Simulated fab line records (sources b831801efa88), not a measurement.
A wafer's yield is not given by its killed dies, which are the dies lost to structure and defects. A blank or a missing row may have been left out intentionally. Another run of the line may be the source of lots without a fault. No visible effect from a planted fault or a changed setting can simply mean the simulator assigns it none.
fab line records | flow sky130 | part 1 of 2: steps 1 to 24 of 35
record lots=5 | wafers=15 | last-day=50
route steps=708 shown VT_ADJUST_LVTN@103 VT_ADJUST_NCORE@119 VT_ADJUST_HVTR@131
lots that met no fault: from a run of the same line without faults
start-h: hours from the record's opening day to when the first of the lot's shown wafers began | wait-h: how many hours have passed since the lot's step before this one | " unchanged from the row above | L1.1+2: several wafers, shown together as one row | - value missing, or start not given | * or withheld: withheld | < > ~ a bound
route shown NAME@n: NAME is a module with steps in the file, n the number in the route of the first one | usual: the fault-free wafers' mean and standard deviation | same: alike in all rows | chamber/n: place in a boat | sites: the reading at each site | _std_site: how widely they spread, as a standard deviation | _edge_site: inner sites' mean taken away from outer sites' mean | radius-mm: how far each site lies from the wafer's centre | mask NAME#n: copy n | behind: tool/chamber where the wafer was last shaped | hold: why the lot went on hold/how many hours it stayed there/how the hold came to an end | device: transistor that didn't switch, given as n, p or np | end of line: the tests these same wafers got at the end of their route | step lacking rows: just its recipe | killed: not the wafer's yield, but the dies lost to structure and defects at the first sort | map: a wafer's dies, x killed, . not, _ none there
set.NAME: setting as actually run; set.NAME@STEP: the setting as run at that earlier step | model.NAME: the simulator's own value behind a step, which no gauge read
lots seen at some steps along the route; tables by step, rows by wafer
services: the hour from which a tool's chamber was out of use, counted from the record's first day as start-h (under 0 if before that day), plus the number of hours and why
## steps
# step SKY_VT_ADJUST_LVTN_DEVELOP_06
# recipe wall-angle-deg=90 | developer=TMAH | develop-time-s=60 | dev-temp-c=23
# usual exhaust-pa=45.1/1
lot.wafer | tool           | chamber | start-h | wait-h | exhaust-pa
L089.2    | litho-track-01 | 0       | -       | -      | 44.0
L089.3    | "              | 0       | "       | "      | 44.5
L089.4    | "              | 0       | "       | "      | 44.2
L088.1    | litho-track-04 | 0       | -       | -      | 44.9
L088.4    | "              | 0       | "       | "      | 44.8
L088.5    | "              | 0       | "       | "      | 44.9
L091.2    | litho-track-03 | 0       | -       | -      | 44.6
L091.4    | "              | 0       | "       | "      | 45.5
L091.5    | "              | 0       | "       | "      | 46.3
L094.2    | litho-track-03 | 0       | -       | -      | 45.8
L094.4    | "              | 0       | "       | "      | 47.0
L094.6    | "              | 0       | "       | "      | 46.4
L095.1    | litho-track-04 | 0       | -       | -      | 44.7
L095.2    | "              | 0       | "       | "      | 43.2
L095.6    | "              | 0       | "       | "      | 43.0
# step SKY_VT_ADJUST_LVTN_OVL_MEAS_07
# usual VT_ADJUST_LVTN_OVL=0.2/1.2
lot.wafer | tool       | chamber | start-h | wait-h | VT_ADJUST_LVTN_OVL[nm]
L089.2    | overlay-01 | -       | 255.36  | -      | 0.5
L089.3    | "          | -       | "       | "      | 1.6
L089.4    | "          | -       | "       | "      | 1.0
L088.1    | overlay-01 | -       | 257.69  | -      | 0.5
L088.4    | "          | -       | "       | "      | 0.2
L088.5    | "          | -       | "       | "      | 0.4
L091.2    | overlay-01 | -       | 272.34  | -      | 0.9
L091.4    | "          | -       | "       | "      | -1.6
L091.5    | "          | -       | "       | "      | -0.1
L094.2    | overlay-01 | -       | 279.24  | -      | 1.1
L094.4    | "          | -       | "       | "      | 0.3
L094.6    | "          | -       | "       | "      | 1.6
L095.1    | overlay-01 | -       | 284.74  | -      | 2.2
L095.2    | "          | -       | "       | "      | 0.2
L095.6    | "          | -       | "       | "      | 1.0
# step SKY_VT_ADJUST_LVTN_IMPLANT_08
# recipe species=B | energy-kev=30 | dose-cm2=1.57e+12 | tilt-deg=withheld
lot.wafer  | tool         | chamber | start-h | wait-h
L089.2+3+4 | implanter-04 | 0       | 255.42  | 0.0
L088.1+4+5 | implanter-03 | 0       | 257.73  | 0.0
L091.2+4+5 | implanter-03 | 0       | 272.40  | 0.0
L094.2+4+6 | implanter-03 | 0       | 279.30  | 0.0
L095.1+2+6 | implanter-03 | 0       | 284.78  | 0.0
# step SKY_VT_ADJUST_LVTN_STRIP_09
# recipe chemistry=O2/N2 | power-w=1400 | pressure-mtorr=1500 | platen-temp-c=withheld | o2-flow-sccm=3000 | n2-flow-sccm=300 | overash-fraction=0.5
# usual drypump-motor-current-A=5.7/0.48 | o2-flow-sccm=2999/10 | oes-product-au=0.723/0.0046 | strip-time-to-endpoint-s=36.93/0.1
lot.wafer | tool            | chamber | start-h | wait-h | drypump-motor-current-A | o2-flow-sccm | oes-product-au | rf-hours-counter-h | strip-time-to-endpoint-s
L089.2    | plasma-asher-03 | 1       | 255.54  | 0.1    | 6.2                     | 2994         | 0.729          | 57                 | 36.73
L089.3    | "               | 0       | "       | "      | 5.8                     | 2999         | 0.722          | -                  | 36.80
L089.4    | "               | 1       | "       | "      | 6.2                     | 3008         | 0.719          | -                  | 36.80
L088.1    | plasma-asher-03 | 1       | 257.88  | 0.1    | 6.2                     | 3002         | 0.721          | 57                 | 37.05
L088.4    | "               | 0       | "       | "      | 5.8                     | 3000         | 0.728          | -                  | 36.86
L088.5    | "               | 1       | "       | "      | 6.2                     | 2991         | 0.722          | -                  | 37.01
L091.2    | plasma-asher-03 | 1       | 272.52  | 0.1    | 6.2                     | 2993         | 0.727          | 59                 | 37.03
L091.4    | "               | 1       | "       | "      | 6.2                     | 2984         | 0.721          | -                  | 37.00
L091.5    | "               | 1       | "       | "      | 6.2                     | 2991         | 0.722          | -                  | 37.01
L094.2    | plasma-asher-03 | 1       | 279.42  | 0.1    | 6.2                     | 3014         | 0.725          | 59                 | 36.74
L094.4    | "               | 1       | "       | "      | 6.2                     | 2994         | 0.721          | -                  | 36.80
L094.6    | "               | 1       | "       | "      | 6.1                     | 2996         | 0.724          | -                  | 36.78
L095.1    | plasma-asher-03 | 0       | 284.93  | 0.1    | 5.8                     | 3020         | 0.723          | 60                 | 36.96
L095.2    | "               | 1       | "       | "      | 6.2                     | 3004         | 0.717          | 60                 | 37.00
L095.6    | "               | 1       | "       | "      | 6.2                     | 3004         | 0.724          | -                  | 36.96
# step SKY_VT_ADJUST_LVTN_TW_MEAS_10
# usual VT_ADJUST_LVTN_TW=241.6/1.1
lot.wafer | tool          | chamber | start-h | wait-h | VT_ADJUST_LVTN_TW
L089.2    | film-metro-01 | -       | 255.65  | 0.1    | 243.0
L089.3    | "             | -       | "       | "      | 242.7
L089.4    | "             | -       | "       | "      | 243.0
L088.1    | film-metro-04 | -       | 257.98  | 0.1    | 240.9
L088.4    | "             | -       | "       | "      | 241.1
L088.5    | "             | -       | "       | "      | 240.4
L091.2    | film-metro-01 | -       | 272.63  | 0.1    | 239.1
L091.4    | "             | -       | "       | "      | 241.2
L091.5    | "             | -       | "       | "      | 240.5
L094.2    | film-metro-02 | -       | 279.53  | 0.1    | 242.8
L094.4    | "             | -       | "       | "      | 243.6
L094.6    | "             | -       | "       | "      | 242.8
L095.1    | film-metro-01 | -       | 285.03  | 0.1    | 239.4
L095.2    | "             | -       | "       | "      | 240.4
L095.6    | "             | -       | "       | "      | 239.5
# step SKY_VT_ADJUST_LVTN_DEHYDRATE_11
# recipe temp-c=200 | time-s=60
# usual exhaust-pa=45.0/1.1
lot.wafer | tool           | chamber | start-h | wait-h | exhaust-pa
L089.2    | litho-track-01 | 0       | 267.23  | 11.6   | 45.8
L089.3    | "              | 0       | "       | "      | 44.5
L089.4    | "              | 0       | "       | "      | 45.9
L088.1    | litho-track-04 | 0       | 269.39  | 11.4   | 43.7
L088.4    | "              | 0       | "       | "      | 44.2
L088.5    | "              | 0       | "       | "      | 45.7
L091.2    | litho-track-01 | 0       | 284.28  | 11.6   | 45.6
L091.4    | "              | 0       | "       | "      | 44.9
L091.5    | "              | 0       | "       | "      | 46.6
L094.2    | litho-track-03 | 0       | 291.36  | 11.8   | 44.8
L094.4    | "              | 0       | "       | "      | 44.6
L094.6    | "              | 0       | "       | "      | 44.9
L095.1    | litho-track-03 | 0       | 297.74  | 12.7   | 46.7
L095.2    | "              | 0       | "       | "      | 45.0
L095.6    | "              | 0       | "       | "      | 46.7
# step SKY_VT_ADJUST_LVTN_HMDS_12
# recipe prime-time-s=60 | prime-temp-c=120
# usual exhaust-pa=45.0/0.98
lot.wafer | tool           | chamber | start-h | wait-h | exhaust-pa
L089.2    | litho-track-01 | 0       | 267.38  | 0.1    | 44.6
L089.3    | "              | 0       | "       | "      | 46.4
L089.4    | "              | 0       | "       | "      | 43.8
L088.1    | litho-track-04 | 0       | 269.54  | 0.1    | 44.7
L088.4    | "              | 0       | "       | "      | 45.4
L088.5    | "              | 0       | "       | "      | 44.2
L091.2    | litho-track-01 | 0       | 284.43  | 0.1    | 47.9
L091.4    | "              | 0       | "       | "      | 45.0
L091.5    | "              | 0       | "       | "      | 46.8
L094.2    | litho-track-03 | 0       | 291.51  | 0.1    | 47.5
L094.4    | "              | 0       | "       | "      | 45.9
L094.6    | "              | 0       | "       | "      | 45.5
L095.1    | litho-track-03 | 0       | 297.89  | 0.1    | 45.0
L095.2    | "              | 0       | "       | "      | 45.0
L095.6    | "              | 0       | "       | "      | 44.2
# step SKY_VT_ADJUST_LVTN_COAT_13
# recipe resist=NOVOLAK | spin-rpm=3000 | resist-thk-nm=1140
# usual exhaust-pa=44.8/0.99
lot.wafer | tool           | chamber | start-h | wait-h | exhaust-pa
L089.2    | litho-track-01 | 0       | 267.53  | 0.1    | 45.4
L089.3    | "              | 0       | "       | "      | 44.0
L089.4    | "              | 0       | "       | "      | 44.5
L088.1    | litho-track-04 | 0       | 269.69  | 0.1    | 44.7
L088.4    | "              | 0       | "       | "      | 45.3
L088.5    | "              | 0       | "       | "      | 45.4
L091.2    | litho-track-01 | 0       | 284.58  | 0.1    | 45.8
L091.4    | "              | 0       | "       | "      | 45.1
L091.5    | "              | 0       | "       | "      | 45.8
L094.2    | litho-track-03 | 0       | 291.66  | 0.1    | 45.5
L094.4    | "              | 0       | "       | "      | 44.0
L094.6    | "              | 0       | "       | "      | 44.5
L095.1    | litho-track-03 | 0       | 298.04  | 0.1    | 45.0
L095.2    | "              | 0       | "       | "      | 43.8
L095.6    | "              | 0       | "       | "      | 45.6
# step SKY_VT_ADJUST_LVTN_SOFTBAKE_14
# recipe temp-c=90 | time-s=60 | resist=NOVOLAK
# usual exhaust-pa=45.1/0.84
lot.wafer | tool           | chamber | start-h | wait-h | exhaust-pa
L089.2    | litho-track-01 | 0       | 267.68  | 0.1    | 44.4
L089.3    | "              | 0       | "       | "      | 43.7
L089.4    | "              | 0       | "       | "      | 44.2
L088.1    | litho-track-04 | 0       | 269.84  | 0.1    | 43.4
L088.4    | "              | 0       | "       | "      | 43.5
L088.5    | "              | 0       | "       | "      | 44.2
L091.2    | litho-track-01 | 0       | 284.73  | 0.1    | 43.8
L091.4    | "              | 0       | "       | "      | 43.8
L091.5    | "              | 0       | "       | "      | 44.7
L094.2    | litho-track-03 | 0       | 291.81  | 0.1    | 44.2
L094.4    | "              | 0       | "       | "      | 44.3
L094.6    | "              | 0       | "       | "      | 44.1
L095.1    | litho-track-03 | 0       | 298.19  | 0.1    | 45.3
L095.2    | "              | 0       | "       | "      | 44.7
L095.6    | "              | 0       | "       | "      | 46.1
# step SKY_VT_ADJUST_LVTN_EXPOSE_15
# recipe mask-id=HVN_STD_DERIVED | na=0.6 | source-shape=conventional | sigma-outer=0.6 | polarization=unpolarized | target-cd-nm=600 | dose-mj=163
# usual exposure-dose-mJ-cm2=163.00/0.17
lot.wafer | tool             | chamber | start-h | wait-h | mask              | exposure-dose-mJ-cm2
L089.2    | iline-stepper-01 | 0       | -       | -      | HVN_STD_DERIVED#0 | 162.67
L089.3    | "                | 0       | "       | "      | HVN_STD_DERIVED#0 | 162.76
L089.4    | "                | 0       | "       | "      | HVN_STD_DERIVED#0 | 162.92
L088.1    | iline-stepper-01 | 0       | -       | -      | HVN_STD_DERIVED#0 | 162.80
L088.4    | "                | 0       | "       | "      | HVN_STD_DERIVED#0 | 162.94
L088.5    | "                | 0       | "       | "      | HVN_STD_DERIVED#0 | 162.90
L091.2    | iline-stepper-01 | 0       | -       | -      | HVN_STD_DERIVED#0 | 163.04
L091.4    | "                | 0       | "       | "      | HVN_STD_DERIVED#0 | 163.09
L091.5    | "                | 0       | "       | "      | HVN_STD_DERIVED#0 | 163.11
L094.2    | iline-stepper-02 | 0       | -       | -      | HVN_STD_DERIVED#0 | 163.03
L094.4    | "                | 0       | "       | "      | HVN_STD_DERIVED#0 | 163.13
L094.6    | "                | 0       | "       | "      | HVN_STD_DERIVED#0 | 163.28
L095.1    | iline-stepper-02 | 0       | -       | -      | HVN_STD_DERIVED#0 | 163.01
L095.2    | "                | 0       | "       | "      | HVN_STD_DERIVED#0 | 162.84
L095.6    | "                | 0       | "       | "      | HVN_STD_DERIVED#0 | 163.12
# step SKY_VT_ADJUST_LVTN_PEB_16
# recipe temp-c=withheld | time-s=* | resist=NOVOLAK
# usual exhaust-pa=44.9/0.99
lot.wafer | tool           | chamber | start-h | wait-h | exhaust-pa
L089.2    | litho-track-01 | 0       | -       | -      | 45.6
L089.3    | "              | 0       | "       | "      | 46.5
L089.4    | "              | 0       | "       | "      | 45.6
L088.1    | litho-track-01 | 0       | -       | -      | 45.2
L088.4    | "              | 0       | "       | "      | 45.6
L088.5    | "              | 0       | "       | "      | 43.9
L091.2    | litho-track-04 | 0       | -       | -      | 46.4
L091.4    | "              | 0       | "       | "      | 45.2
L091.5    | "              | 0       | "       | "      | 45.7
L094.2    | litho-track-03 | 0       | -       | -      | 44.3
L094.4    | "              | 0       | "       | "      | 46.4
L094.6    | "              | 0       | "       | "      | 45.0
L095.1    | litho-track-04 | 0       | -       | -      | 44.3
L095.2    | "              | 0       | "       | "      | 44.4
L095.6    | "              | 0       | "       | "      | 44.8
# step SKY_VT_ADJUST_LVTN_DEVELOP_17
# recipe resist=NOVOLAK | developer=TMAH | develop-time-s=60 | dev-temp-c=23
# usual exhaust-pa=44.9/0.93
lot.wafer | tool           | chamber | start-h | wait-h | exhaust-pa
L089.2    | litho-track-01 | 0       | 279.38  | 0.1    | 44.7
L089.3    | "              | 0       | "       | "      | 43.8
L089.4    | "              | 0       | "       | "      | 43.8
L088.1    | litho-track-01 | 0       | 281.16  | 0.1    | 44.8
L088.4    | "              | 0       | "       | "      | 44.7
L088.5    | "              | 0       | "       | "      | 44.4
L091.2    | litho-track-04 | 0       | 297.82  | 0.1    | 45.0
L091.4    | "              | 0       | "       | "      | 43.9
L091.5    | "              | 0       | "       | "      | 45.3
L094.2    | litho-track-03 | 0       | 304.66  | 0.1    | 42.2
L094.4    | "              | 0       | "       | "      | 43.1
L094.6    | "              | 0       | "       | "      | 43.2
L095.1    | litho-track-04 | 0       | 311.19  | 0.1    | 46.3
L095.2    | "              | 0       | "       | "      | 45.8
L095.6    | "              | 0       | "       | "      | 44.4
# step SKY_VT_ADJUST_LVTN_OVL_MEAS_18
# usual VT_ADJUST_LVTN_01_OVL=1.1/1.2
lot.wafer | tool       | chamber | start-h | wait-h | VT_ADJUST_LVTN_01_OVL[nm]
L089.2    | overlay-02 | -       | 279.51  | 0.1    | -0.5
L089.3    | "          | -       | "       | "      | -0.2
L089.4    | "          | -       | "       | "      | 1.0
L088.1    | overlay-01 | -       | 281.31  | 0.1    | 1.4
L088.4    | "          | -       | "       | "      | 1.2
L088.5    | "          | -       | "       | "      | 1.7
L091.2    | overlay-02 | -       | 297.95  | 0.1    | 3.5
L091.4    | "          | -       | "       | "      | 3.1
L091.5    | "          | -       | "       | "      | 3.8
L094.2    | overlay-01 | -       | 304.79  | 0.1    | 0.0
L094.4    | "          | -       | "       | "      | -0.3
L094.6    | "          | -       | "       | "      | 0.1
L095.1    | overlay-01 | -       | 311.34  | 0.1    | 0.2
L095.2    | "          | -       | "       | "      | -0.1
L095.6    | "          | -       | "       | "      | -0.3
# step SKY_VT_ADJUST_LVTN_IMPLANT_19
# recipe species=B | energy-kev=30 | dose-cm2=6.5e+11 | tilt-deg=withheld
lot.wafer  | tool         | chamber | start-h | wait-h
L089.2+3+4 | implanter-03 | 0       | 279.57  | 0.0
L088.1+4+5 | implanter-04 | 0       | 281.34  | 0.0
L091.2+4+5 | implanter-04 | 0       | 298.00  | 0.0
L094.2+4+6 | implanter-04 | 0       | 304.85  | 0.0
L095.1+2+6 | implanter-04 | 0       | 311.38  | 0.0
# step SKY_VT_ADJUST_LVTN_STRIP_20
# recipe chemistry=O2/N2 | power-w=1400 | pressure-mtorr=1500 | platen-temp-c=withheld | o2-flow-sccm=3000 | n2-flow-sccm=300 | overash-fraction=0.5
# usual drypump-motor-current-A=5.5/0.51 | o2-flow-sccm=3001/9.5 | oes-product-au=0.716/0.004 | strip-time-to-endpoint-s=14.18/0.04
lot.wafer | tool            | chamber | start-h | wait-h | drypump-motor-current-A | o2-flow-sccm | oes-product-au | rf-hours-counter-h | strip-time-to-endpoint-s
L089.2    | plasma-asher-01 | 0       | 279.69  | 0.1    | 5.3                     | 3011         | 0.713          | 58                 | 14.16
L089.3    | "               | 0       | "       | "      | 5.3                     | 2997         | 0.713          | -                  | 14.21
L089.4    | "               | 1       | "       | "      | 5.5                     | 3017         | 0.713          | -                  | 14.14
L088.1    | plasma-asher-01 | 1       | 281.49  | 0.1    | 5.5                     | 3012         | 0.717          | 58                 | 14.19
L088.4    | "               | 1       | "       | "      | 5.5                     | 3014         | 0.721          | -                  | 14.16
L088.5    | "               | 1       | "       | "      | 5.5                     | 3008         | 0.717          | -                  | 14.18
L091.2    | plasma-asher-01 | 1       | 298.13  | 0.1    | 5.4                     | 3005         | 0.709          | 60                 | 14.24
L091.4    | "               | 1       | "       | "      | 5.5                     | 3011         | 0.716          | -                  | 14.25
L091.5    | "               | 1       | "       | "      | 5.5                     | 3021         | 0.711          | -                  | 14.24
L094.2    | plasma-asher-02 | 0       | 304.97  | 0.1    | 6.1                     | 3005         | 0.717          | 50                 | 14.17
L094.4    | "               | 1       | "       | "      | 4.8                     | 3010         | 0.714          | -                  | 14.22
L094.6    | "               | 0       | "       | "      | 6.1                     | 3000         | 0.714          | -                  | 14.22
L095.1    | plasma-asher-02 | 0       | 311.53  | 0.1    | 6.1                     | 2996         | 0.717          | 51                 | 14.14
L095.2    | "               | 1       | "       | "      | 4.8                     | 3009         | 0.706          | 51                 | 14.12
L095.6    | "               | 0       | "       | "      | 6.1                     | 2990         | 0.716          | -                  | 14.11
# step SKY_VT_ADJUST_LVTN_TW_MEAS_21
# usual VT_ADJUST_LVTN_2_TW=188.3/0.92
lot.wafer | tool          | chamber | start-h | wait-h | VT_ADJUST_LVTN_2_TW
L089.2    | film-metro-02 | -       | 279.80  | 0.1    | 189.0
L089.3    | "             | -       | "       | "      | 189.8
L089.4    | "             | -       | "       | "      | 188.8
L088.1    | film-metro-02 | -       | 281.59  | 0.1    | 188.7
L088.4    | "             | -       | "       | "      | 187.9
L088.5    | "             | -       | "       | "      | 188.0
L091.2    | film-metro-04 | -       | 298.24  | 0.1    | 189.0
L091.4    | "             | -       | "       | "      | 188.7
L091.5    | "             | -       | "       | "      | 187.6
L094.2    | film-metro-02 | -       | 305.08  | 0.1    | 188.6
L094.4    | "             | -       | "       | "      | 188.6
L094.6    | "             | -       | "       | "      | 189.4
L095.1    | film-metro-01 | -       | 311.63  | 0.1    | 187.8
L095.2    | "             | -       | "       | "      | 188.0
L095.6    | "             | -       | "       | "      | 188.2
# step SKY_VT_ADJUST_NCORE_DEHYDRATE_00
# recipe temp-c=200 | time-s=60
# usual exhaust-pa=45.1/0.89
lot.wafer | tool           | chamber | start-h | wait-h | exhaust-pa
L089.2    | litho-track-03 | 0       | 291.96  | 12.1   | 44.6
L089.3    | "              | 0       | "       | "      | 44.5
L089.4    | "              | 0       | "       | "      | 46.1
L088.1    | litho-track-01 | 0       | 294.11  | 12.5   | 44.7
L088.4    | "              | 0       | "       | "      | 44.0
L088.5    | "              | 0       | "       | "      | 45.2
L091.2    | litho-track-03 | 0       | 310.61  | 12.4   | 45.9
L091.4    | "              | 0       | "       | "      | 42.6
L091.5    | "              | 0       | "       | "      | 45.3
L094.2    | litho-track-03 | 0       | 317.46  | 12.4   | 44.1
L094.4    | "              | 0       | "       | "      | 45.6
L094.6    | "              | 0       | "       | "      | 46.5
L095.1    | litho-track-02 | 0       | 324.14  | 12.5   | 45.2
L095.2    | "              | 0       | "       | "      | 44.8
L095.6    | "              | 0       | "       | "      | 44.0
# step SKY_VT_ADJUST_NCORE_HMDS_01
# recipe prime-time-s=60 | prime-temp-c=120
# usual exhaust-pa=44.9/0.87
lot.wafer | tool           | chamber | start-h | wait-h | exhaust-pa
L089.2    | litho-track-03 | 0       | 292.11  | 0.1    | 42.5
L089.3    | "              | 0       | "       | "      | 44.7
L089.4    | "              | 0       | "       | "      | 44.0
L088.1    | litho-track-01 | 0       | 294.26  | 0.1    | 44.4
L088.4    | "              | 0       | "       | "      | 43.8
L088.5    | "              | 0       | "       | "      | 44.1
L091.2    | litho-track-03 | 0       | 310.76  | 0.1    | 45.6
L091.4    | "              | 0       | "       | "      | 45.8
L091.5    | "              | 0       | "       | "      | 46.6
L094.2    | litho-track-03 | 0       | 317.61  | 0.1    | 45.6
L094.4    | "              | 0       | "       | "      | 45.1
L094.6    | "              | 0       | "       | "      | 45.7
L095.1    | litho-track-02 | 0       | 324.29  | 0.1    | 45.3
L095.2    | "              | 0       | "       | "      | 45.0
L095.6    | "              | 0       | "       | "      | 45.4
# step SKY_VT_ADJUST_NCORE_COAT_02
# recipe resist=NOVOLAK | spin-rpm=3000 | resist-thk-nm=1128
# usual exhaust-pa=44.8/0.8
lot.wafer | tool           | chamber | start-h | wait-h | exhaust-pa
L089.2    | litho-track-03 | 0       | 292.26  | 0.1    | 44.5
L089.3    | "              | 0       | "       | "      | 45.3
L089.4    | "              | 0       | "       | "      | 44.4
L088.1    | litho-track-01 | 0       | 294.41  | 0.1    | 43.9
L088.4    | "              | 0       | "       | "      | 45.8
L088.5    | "              | 0       | "       | "      | 45.3
L091.2    | litho-track-03 | 0       | 310.91  | 0.1    | 45.0
L091.4    | "              | 0       | "       | "      | 45.6
L091.5    | "              | 0       | "       | "      | 45.6
L094.2    | litho-track-03 | 0       | 317.76  | 0.1    | 43.3
L094.4    | "              | 0       | "       | "      | 44.0
L094.6    | "              | 0       | "       | "      | 44.4
L095.1    | litho-track-02 | 0       | 324.44  | 0.1    | 44.9
L095.2    | "              | 0       | "       | "      | 45.0
L095.6    | "              | 0       | "       | "      | 45.3
# step SKY_VT_ADJUST_NCORE_SOFTBAKE_03
# recipe temp-c=90 | time-s=60 | resist=NOVOLAK
# usual exhaust-pa=45.1/0.98
lot.wafer | tool           | chamber | start-h | wait-h | exhaust-pa
L089.2    | litho-track-03 | 0       | 292.41  | 0.1    | 44.9
L089.3    | "              | 0       | "       | "      | 44.8
L089.4    | "              | 0       | "       | "      | 44.1
L088.1    | litho-track-01 | 0       | 294.56  | 0.1    | 46.5
L088.4    | "              | 0       | "       | "      | 47.1
L088.5    | "              | 0       | "       | "      | 47.3
L091.2    | litho-track-03 | 0       | 311.06  | 0.1    | 45.1
L091.4    | "              | 0       | "       | "      | 44.1
L091.5    | "              | 0       | "       | "      | 45.0
L094.2    | litho-track-03 | 0       | 317.91  | 0.1    | 45.7
L094.4    | "              | 0       | "       | "      | 44.7
L094.6    | "              | 0       | "       | "      | 45.6
L095.1    | litho-track-02 | 0       | 324.59  | 0.1    | 42.9
L095.2    | "              | 0       | "       | "      | 44.3
L095.6    | "              | 0       | "       | "      | 45.6
# step SKY_VT_ADJUST_NCORE_EXPOSE_04
# recipe mask-id=LVTN_COMPLEMENT_THIN | na=0.6 | source-shape=conventional | sigma-outer=0.6 | polarization=unpolarized | target-cd-nm=380 | dose-mj=139
# usual exposure-dose-mJ-cm2=138.41/0.13
lot.wafer | tool             | chamber | start-h | wait-h | mask                   | exposure-dose-mJ-cm2
L089.2    | iline-stepper-01 | 0       | -       | -      | LVTN_COMPLEMENT_THIN#0 | 138.69
L089.3    | "                | 0       | "       | "      | LVTN_COMPLEMENT_THIN#0 | 138.63
L089.4    | "                | 0       | "       | "      | LVTN_COMPLEMENT_THIN#0 | 138.48
L088.1    | iline-stepper-01 | 0       | -       | -      | LVTN_COMPLEMENT_THIN#0 | 138.26
L088.4    | "                | 0       | "       | "      | LVTN_COMPLEMENT_THIN#0 | 138.49
L088.5    | "                | 0       | "       | "      | LVTN_COMPLEMENT_THIN#0 | 138.49
L091.2    | iline-stepper-02 | 0       | -       | -      | LVTN_COMPLEMENT_THIN#0 | 138.60
L091.4    | "                | 0       | "       | "      | LVTN_COMPLEMENT_THIN#0 | 138.38
L091.5    | "                | 0       | "       | "      | LVTN_COMPLEMENT_THIN#0 | 138.41
L094.2    | iline-stepper-01 | 0       | -       | -      | LVTN_COMPLEMENT_THIN#0 | 138.40
L094.4    | "                | 0       | "       | "      | LVTN_COMPLEMENT_THIN#0 | 138.28
L094.6    | "                | 0       | "       | "      | LVTN_COMPLEMENT_THIN#0 | 138.48
L095.1    | iline-stepper-02 | 0       | -       | -      | LVTN_COMPLEMENT_THIN#0 | 138.47
L095.2    | "                | 0       | "       | "      | LVTN_COMPLEMENT_THIN#0 | 138.51
L095.6    | "                | 0       | "       | "      | LVTN_COMPLEMENT_THIN#0 | 138.63
# step SKY_VT_ADJUST_NCORE_PEB_05
# recipe temp-c=withheld | time-s=* | resist=NOVOLAK
# usual exhaust-pa=44.9/0.88
lot.wafer | tool           | chamber | start-h | wait-h | exhaust-pa
L089.2    | litho-track-02 | 0       | -       | -      | 45.8
L089.3    | "              | 0       | "       | "      | 44.8
L089.4    | "              | 0       | "       | "      | 44.4
L088.1    | litho-track-01 | 0       | -       | -      | 45.2
L088.4    | "              | 0       | "       | "      | 46.2
L088.5    | "              | 0       | "       | "      | 46.2
L091.2    | litho-track-03 | 0       | -       | -      | 45.5
L091.4    | "              | 0       | "       | "      | 45.1
L091.5    | "              | 0       | "       | "      | 45.5
L094.2    | litho-track-03 | 0       | -       | -      | 45.4
L094.4    | "              | 0       | "       | "      | 43.9
L094.6    | "              | 0       | "       | "      | 44.5
L095.1    | litho-track-03 | 0       | -       | -      | 44.9
L095.2    | "              | 0       | "       | "      | 43.4
L095.6    | "              | 0       | "       | "      | 45.6
# step SKY_VT_ADJUST_NCORE_DEVELOP_06
# recipe resist=NOVOLAK | developer=TMAH | develop-time-s=60 | dev-temp-c=23
# usual exhaust-pa=44.8/0.88
lot.wafer | tool           | chamber | start-h | wait-h | exhaust-pa
L089.2    | litho-track-02 | 0       | 305.12  | 0.1    | 45.5
L089.3    | "              | 0       | "       | "      | 43.7
L089.4    | "              | 0       | "       | "      | 44.2
L088.1    | litho-track-01 | 0       | 306.91  | 0.1    | 45.4
L088.4    | "              | 0       | "       | "      | 45.8
L088.5    | "              | 0       | "       | "      | 45.1
L091.2    | litho-track-03 | 0       | 324.16  | 0.1    | 45.1
L091.4    | "              | 0       | "       | "      | 45.1
L091.5    | "              | 0       | "       | "      | 44.6
L094.2    | litho-track-03 | 0       | 330.46  | 0.1    | 44.9
L094.4    | "              | 0       | "       | "      | 45.8
L094.6    | "              | 0       | "       | "      | 45.1
L095.1    | litho-track-03 | 0       | 338.08  | 0.1    | 45.2
L095.2    | "              | 0       | "       | "      | 45.8
L095.6    | "              | 0       | "       | "      | 44.5
# step SKY_VT_ADJUST_NCORE_CD_MEAS_07
# recipe target-cd-nm=380
# usual cd-nm=379.5/2.8
lot.wafer | tool      | chamber | start-h | wait-h | cd-nm
L089.2    | cd-sem-01 | -       | 305.26  | 0.1    | 381.1
L089.3    | "         | -       | "       | "      | 381.5
L089.4    | "         | -       | "       | "      | 379.6
L088.1    | cd-sem-01 | -       | 307.06  | 0.1    | 383.3
L088.4    | "         | -       | "       | "      | 384.4
L088.5    | "         | -       | "       | "      | 383.5
L091.2    | cd-sem-01 | -       | 324.30  | 0.1    | 377.6
L091.4    | "         | -       | "       | "      | 379.2
L091.5    | "         | -       | "       | "      | 380.4
L094.2    | cd-sem-01 | -       | 330.60  | 0.1    | 375.0
L094.4    | "         | -       | "       | "      | 378.9
L094.6    | "         | -       | "       | "      | 378.7
L095.1    | cd-sem-02 | -       | 338.23  | 0.1    | 378.9
L095.2    | "         | -       | "       | "      | 378.7
L095.6    | "         | -       | "       | "      | 379.7
